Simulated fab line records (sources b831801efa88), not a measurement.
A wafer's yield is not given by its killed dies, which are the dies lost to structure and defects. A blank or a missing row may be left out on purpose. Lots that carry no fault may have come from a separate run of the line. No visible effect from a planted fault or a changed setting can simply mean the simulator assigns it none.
fab line records ; flow sfq_line
[record] lots = 6; wafers = 18; last_day = 86
route steps=325 shown I4@176 JJ@178
lots untouched by any fault: they come from a run of this same line in which no faults occurred
start_h: hours from the record's opening day to when the first of the lot's shown wafers began ; wait_h: how many hours have passed since the lot's step before this one ; " repeats the value in the row above ; L1.1+2: a single row standing in for several wafers ; - no value, or no start was given ; * or withheld: withheld ; < > ~ a bound
route shown NAME@n: a module of which the file shows steps, and the number in the route of the first ; usual: the fault-free wafers' mean and standard deviation ; same: alike in all rows ; chamber/n: place in a boat ; sites: readings site by site ; _std_site: how widely they spread, as a standard deviation ; _edge_site: outer sites' mean less inner sites' ; radius_mm: for every site, how far away it sits from the centre of the wafer ; mask NAME#n: copy n ; behind: the most recent tool/chamber to have shaped the wafer ; hold: why the lot went on hold/how many hours it stayed there/how the hold came to an end ; device: the transistor (n, p or np) that didn't switch ; end of line: the tests these same wafers got at the end of their route ; where a step has no rows: the recipe by itself ; killed: dies that structure and defects cost at the first sort, which is not the same as the wafer's yield ; map: a wafer's dies, x killed, . not, _ none there
set.NAME: the setting as run; set.NAME@STEP: as run at that earlier step ; model.NAME: the simulator's own value behind a step, which no gauge read
lots at selected steps of the route; one table per step, one row per wafer
services: when a tool's chamber went out of use (start_h, in hours from the record's first day, below 0 if earlier), for how many hours, and the reason
[[steps]]
[step SFQ_TRILAYER_I4_VIA_STRIP_STRIP_107]
[recipe] gas = O2; power_w = 200; platen_temp_c = 40; overash_fraction = 0.65; chemistry = O2; pressure_mtorr = 50
[usual] drypump_motor_current_A = 5.60/0.23; oes_product_au = 1.000/0.0089
lot.wafer;tool;chamber;start_h;wait_h;drypump_motor_current_A;oes_product_au;rf_hours_counter_h
L700.2;rie_metal-02;1;1218.69;-;5.76;1.012;-
L700.3;rie_metal-02;1;1218.69;-;5.75;1.021;-
L700.4;rie_metal-02;1;1218.69;-;5.77;1.018;-
L702.2;rie_metal-01;0;1243.69;-;5.16;0.999;8
L702.5;rie_metal-01;0;1243.69;-;5.21;0.996;-
L702.6;rie_metal-01;1;1243.69;-;5.96;0.991;-
L703.2;rie_metal-01;0;1261.69;-;5.26;1.006;12
L703.5;rie_metal-01;0;1261.69;-;5.24;1.007;-
L703.6;rie_metal-01;1;1261.69;-;5.97;1.009;-
L704.1;rie_metal-04;1;1268.89;-;5.67;0.995;122
L704.3;rie_metal-04;1;1268.89;-;5.65;0.988;-
L704.4;rie_metal-04;0;1268.89;-;5.58;0.985;-
L713.2;rie_metal-02;1;1367.14;-;5.77;1.008;72
L713.3;rie_metal-02;1;1367.14;-;5.77;1.013;-
L713.6;rie_metal-02;1;1367.14;-;5.78;1.015;-
L714.1;rie_metal-04;1;1368.34;-;5.66;0.996;10
L714.4;rie_metal-04;0;1368.34;-;5.60;0.995;-
L714.6;rie_metal-04;1;1368.34;-;5.67;1.001;-
[step SFQ_TRILAYER_I4_VIA_STRIP_SOLV_CLEAN_108]
[recipe] chemistry = NMP; temp_c = 70; time_s = 600
[step SFQ_TRILAYER_JJ_TRILAYER_DEP_PRE_CLEAN_113]
[recipe] gas = Ar; time_s = 22.5; bias_v = 250
[step SFQ_TRILAYER_JJ_TRILAYER_DEP_SPUTTER_109]
[recipe] material = Nb; base_pressure_pa = 1.33e-06; chamber_pressure_pa = 0.1333; substrate_temp_c = 20; target_thk_nm = 150; power_w = 2000; time_s = 100
[usual] throttle_valve_pct = 30.1/0.61
lot.wafer;tool;chamber;start_h;wait_h;throttle_valve_pct
L700.2;pvd_sputter-05;-;1220.07;0.0;29.3
L700.3;pvd_sputter-05;-;1220.07;0.0;30.3
L700.4;pvd_sputter-05;-;1220.07;0.0;30.3
L702.2;pvd_sputter-05;-;1244.49;0.0;30.1
L702.5;pvd_sputter-05;-;1244.49;0.0;29.7
L702.6;pvd_sputter-05;-;1244.49;0.0;29.7
L703.2;pvd_sputter-04;-;1262.49;0.0;30.5
L703.5;pvd_sputter-04;-;1262.49;0.0;29.1
L703.6;pvd_sputter-04;-;1262.49;0.0;30.6
L704.1;pvd_sputter-05;-;1269.69;0.0;30.1
L704.3;pvd_sputter-05;-;1269.69;0.0;29.4
L704.4;pvd_sputter-05;-;1269.69;0.0;30.3
L713.2;pvd_sputter-03;-;1367.94;0.0;31.0
L713.3;pvd_sputter-03;-;1367.94;0.0;30.2
L713.6;pvd_sputter-03;-;1367.94;0.0;30.8
L714.1;pvd_sputter-05;-;1369.14;0.0;30.2
L714.4;pvd_sputter-05;-;1369.14;0.0;29.7
L714.6;pvd_sputter-05;-;1369.14;0.0;29.6
[step SFQ_TRILAYER_JJ_TRILAYER_DEP_SPUTTER_110]
[recipe] material = Al; base_pressure_pa = 1.33e-06; target_thk_nm = 8; power_w = 500; time_s = 10; chamber_pressure_pa = 0.4
[usual] throttle_valve_pct = 30.1/0.62
lot.wafer;tool;chamber;start_h;wait_h;throttle_valve_pct
L700.2;pvd_sputter-05;-;1220.14;0.0;29.6
L700.3;pvd_sputter-05;-;1220.14;0.0;30.0
L700.4;pvd_sputter-05;-;1220.14;0.0;30.1
L702.2;pvd_sputter-05;-;1244.57;0.0;30.0
L702.5;pvd_sputter-05;-;1244.57;0.0;29.5
L702.6;pvd_sputter-05;-;1244.57;0.0;29.3
L703.2;pvd_sputter-04;-;1262.57;0.0;30.5
L703.5;pvd_sputter-04;-;1262.57;0.0;29.0
L703.6;pvd_sputter-04;-;1262.57;0.0;30.8
L704.1;pvd_sputter-05;-;1269.77;0.0;30.3
L704.3;pvd_sputter-05;-;1269.77;0.0;29.5
L704.4;pvd_sputter-05;-;1269.77;0.0;30.6
L713.2;pvd_sputter-03;-;1368.01;0.0;30.8
L713.3;pvd_sputter-03;-;1368.01;0.0;30.2
L713.6;pvd_sputter-03;-;1368.01;0.0;31.0
L714.1;pvd_sputter-05;-;1369.21;0.0;30.5
L714.4;pvd_sputter-05;-;1369.21;0.0;29.5
L714.6;pvd_sputter-05;-;1369.21;0.0;29.2
[step SFQ_TRILAYER_JJ_TRILAYER_DEP_AL_OXIDATION_111]
[recipe] pressure_mbar = 0.014667; oxidation_time_s = 600; temperature_k = 293
[step SFQ_TRILAYER_JJ_TRILAYER_DEP_SPUTTER_112]
[recipe] material = Nb; base_pressure_pa = 1.33e-06; chamber_pressure_pa = 0.1333; substrate_temp_c = 20; target_thk_nm = 170; power_w = 2000; time_s = 113.3
[usual] throttle_valve_pct = 30.1/0.61
lot.wafer;tool;chamber;start_h;wait_h;throttle_valve_pct
L700.2;pvd_sputter-05;-;1221.16;0.5;29.5
L700.3;pvd_sputter-05;-;1221.16;0.5;30.1
L700.4;pvd_sputter-05;-;1221.16;0.5;30.3
L702.2;pvd_sputter-05;-;1245.59;0.5;30.0
L702.5;pvd_sputter-05;-;1245.59;0.5;29.8
L702.6;pvd_sputter-05;-;1245.59;0.5;29.6
L703.2;pvd_sputter-04;-;1263.59;0.5;30.4
L703.5;pvd_sputter-04;-;1263.59;0.5;29.1
L703.6;pvd_sputter-04;-;1263.59;0.5;30.5
L704.1;pvd_sputter-05;-;1270.79;0.5;30.1
L704.3;pvd_sputter-05;-;1270.79;0.5;29.8
L704.4;pvd_sputter-05;-;1270.79;0.5;30.5
L713.2;pvd_sputter-03;-;1369.04;0.5;30.7
L713.3;pvd_sputter-03;-;1369.04;0.5;30.2
L713.6;pvd_sputter-03;-;1369.04;0.5;31.0
L714.1;pvd_sputter-05;-;1370.24;0.5;30.5
L714.4;pvd_sputter-05;-;1370.24;0.5;29.4
L714.6;pvd_sputter-05;-;1370.24;0.5;29.2
[step SFQ_JJ_RS_MEAS_929]
[recipe] thk_meas_gauge = four-point-probe; reads = Nb_of_TRILAYER_JJ_TRILAYER_DEP_SPUTTER_112
[usual] JJ_NB_RS = 1.047/0.01
lot.wafer;tool;chamber;start_h;wait_h;JJ_NB_RS[ohm/sq]
L700.2;film_metro-04;-;1221.26;0.1;1.060
L700.3;film_metro-04;-;1221.26;0.1;1.043
L700.4;film_metro-04;-;1221.26;0.1;1.045
L702.2;film_metro-04;-;1245.69;0.1;1.034
L702.5;film_metro-04;-;1245.69;0.1;1.054
L702.6;film_metro-04;-;1245.69;0.1;1.060
L703.2;film_metro-04;-;1263.69;0.1;1.034
L703.5;film_metro-04;-;1263.69;0.1;1.053
L703.6;film_metro-04;-;1263.69;0.1;1.051
L704.1;film_metro-04;-;1270.87;0.0;1.029
L704.3;film_metro-04;-;1270.87;0.0;1.052
L704.4;film_metro-04;-;1270.87;0.0;1.040
L713.2;film_metro-03;-;1369.14;0.1;1.046
L713.3;film_metro-03;-;1369.14;0.1;1.047
L713.6;film_metro-03;-;1369.14;0.1;1.039
L714.1;film_metro-01;-;1370.32;0.0;1.042
L714.4;film_metro-01;-;1370.32;0.0;1.054
L714.6;film_metro-01;-;1370.32;0.0;1.044
[step SFQ_TRILAYER_JJ_CE_LITHO_COAT_119]
[recipe] resist = BARC; spin_rpm = 3000; resist_thk_nm = 62
[step SFQ_TRILAYER_JJ_CE_LITHO_COAT_114]
[recipe] resist = KrF; spin_rpm = 3000; resist_thk_nm = 600
[step SFQ_TRILAYER_JJ_CE_LITHO_SOFTBAKE_118]
[recipe] temp_c = withheld; time_s = withheld; resist = KrF
[step SFQ_TRILAYER_JJ_CE_LITHO_EXPOSE_115]
[recipe] mask_id = J5; na = 0.6; source_shape = conventional; sigma_outer = 0.65; target_cd_nm = 700; dose_mj = 14.4
lot.wafer;tool;chamber;start_h;wait_h;mask;model.JJ.overlay_x_nm
L700.2+3+4;krf_scanner-02;0;1222.37;-;J5#0;4.772
L702.2+5+6;krf_scanner-02;0;1255.71;-;J5#0;-5.168
L703.2+5+6;krf_scanner-02;0;1265.25;-;J5#0;124.7
L704.1+3+4;krf_scanner-02;0;1272.80;-;J5#0;124.6
L713.2+3+6;krf_scanner-01;0;1371.45;-;J5#0;-1.493
L714.1+4+6;krf_scanner-01;0;1372.45;-;J5#0;-3.343
[step SFQ_TRILAYER_JJ_CE_LITHO_PEB_117]
[recipe] peb_temp_c = 115; peb_time_s = 60; resist = KrF
[step SFQ_TRILAYER_JJ_CE_LITHO_DEVELOP_116]
[recipe] time_s = 60; resist = KrF
[step SFQ_JJ_OVL_MEAS_931]
[usual] J5_OVL = -1/4.2
lot.wafer;tool;chamber;start_h;wait_h;J5_OVL[nm]
L700.2;overlay-02;-;1223.68;0.1;6
L700.3;overlay-02;-;1223.68;0.1;0
L700.4;overlay-02;-;1223.68;0.1;4
L702.2;overlay-02;-;1257.01;0.1;-4
L702.5;overlay-02;-;1257.01;0.1;-4
L702.6;overlay-02;-;1257.01;0.1;-2
L703.2;overlay-01;-;1266.56;0.1;123
L703.5;overlay-01;-;1266.56;0.1;126
L703.6;overlay-01;-;1266.56;0.1;123
L704.1;overlay-02;-;1274.30;0.1;122
L704.3;overlay-02;-;1274.30;0.1;123
L704.4;overlay-02;-;1274.30;0.1;119
L713.2;overlay-02;-;1372.75;0.1;-4
L713.3;overlay-02;-;1372.75;0.1;-5
L713.6;overlay-02;-;1372.75;0.1;0
L714.1;overlay-02;-;1374.05;0.1;-6
L714.4;overlay-02;-;1374.05;0.1;1
L714.6;overlay-02;-;1374.05;0.1;-4
[step SFQ_TRILAYER_JJ_CE_METRO_MEASURE_117]
[usual] cd_nm = 699.8/1.4
lot.wafer;tool;chamber;start_h;wait_h;cd_nm
L700.2;cd_sem-02;-;1223.91;0.2;698.4
L700.3;cd_sem-02;-;1223.91;0.2;695.8
L700.4;cd_sem-02;-;1223.91;0.2;697.3
L702.2;cd_sem-02;-;1257.24;0.2;700.3
L702.5;cd_sem-02;-;1257.24;0.2;701.3
L702.6;cd_sem-02;-;1257.24;0.2;700.6
L703.2;cd_sem-01;-;1266.79;0.2;700.3
L703.5;cd_sem-01;-;1266.79;0.2;700.9
L703.6;cd_sem-01;-;1266.79;0.2;700.4
L704.1;cd_sem-02;-;1274.33;0.0;700.9
L704.3;cd_sem-02;-;1274.33;0.0;701.6
L704.4;cd_sem-02;-;1274.33;0.0;701.5
L713.2;cd_sem-01;-;1372.98;0.2;699.0
L713.3;cd_sem-01;-;1372.98;0.2;699.9
L713.6;cd_sem-01;-;1372.98;0.2;698.8
L714.1;cd_sem-02;-;1374.08;0.0;701.9
L714.4;cd_sem-02;-;1374.08;0.0;701.9
L714.6;cd_sem-02;-;1374.08;0.0;701.1
[[services]]
tool;chamber;start_h;hours;kind
pvd_sputter-05;-;1200.09;2.7;repair
krf_scanner-02;-;1200.49;1.3;pm
cd_sem-02;-;1201.18;1.1;pm
cd_sem-01;-;1229.62;9.3;pm
pvd_sputter-03;-;1237.27;8.5;repair
rie_metal-01;-;1241.57;1.2;repair
cd_sem-01;-;1244.86;1.0;pm
cd_sem-02;-;1249.94;1.2;pm
krf_scanner-02;-;1250.28;4.0;pm
cd_sem-01;-;1257.74;1.0;pm
cd_sem-01;-;1263.69;1.0;pm
cd_sem-02;-;1268.04;0.6;pm
krf_scanner-02;-;1271.90;0.8;repair
krf_scanner-01;-;1279.20;1.3;pm
rie_metal-02;1;1285.18;35.8;repair
cd_sem-02;-;1317.69;0.5;pm
pvd_sputter-03;-;1322.08;4.7;repair
krf_scanner-01;-;1323.52;1.0;pm
krf_scanner-02;-;1326.80;1.0;pm
rie_metal-01;-;1330.73;0.8;repair
krf_scanner-01;-;1342.52;0.8;pm
krf_scanner-01;-;1350.52;1.7;repair
pvd_sputter-04;-;1359.21;25.2;repair
pvd_sputter-04;-;1373.23;3.4;repair
[[key]]
[first_sign] step = SFQ_JJ_OVL_MEAS_931; reading = J5_OVL; direction = up; sigmas = 30; usual = -1; struck = 123
effect none on later readings
[model_effect] step = SFQ_TRILAYER_JJ_CE_LITHO_EXPOSE_115; value = JJ.overlay_x_nm; without = -0.8384; struck = 124.7
met_at SFQ_TRILAYER_JJ_CE_LITHO_EXPOSE_115
struck_wafers L703.2,L703.5,L703.6,L704.1,L704.3,L704.4
onset_between 1255.71 1265.25
[fault] kind = scanner_matching_overlay; tool = krf_scanner-02; chamber = -; onset_h = 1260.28; steps = SFQ_TRILAYER_JJ_CE_LITHO_EXPOSE_115; offset = 125.49
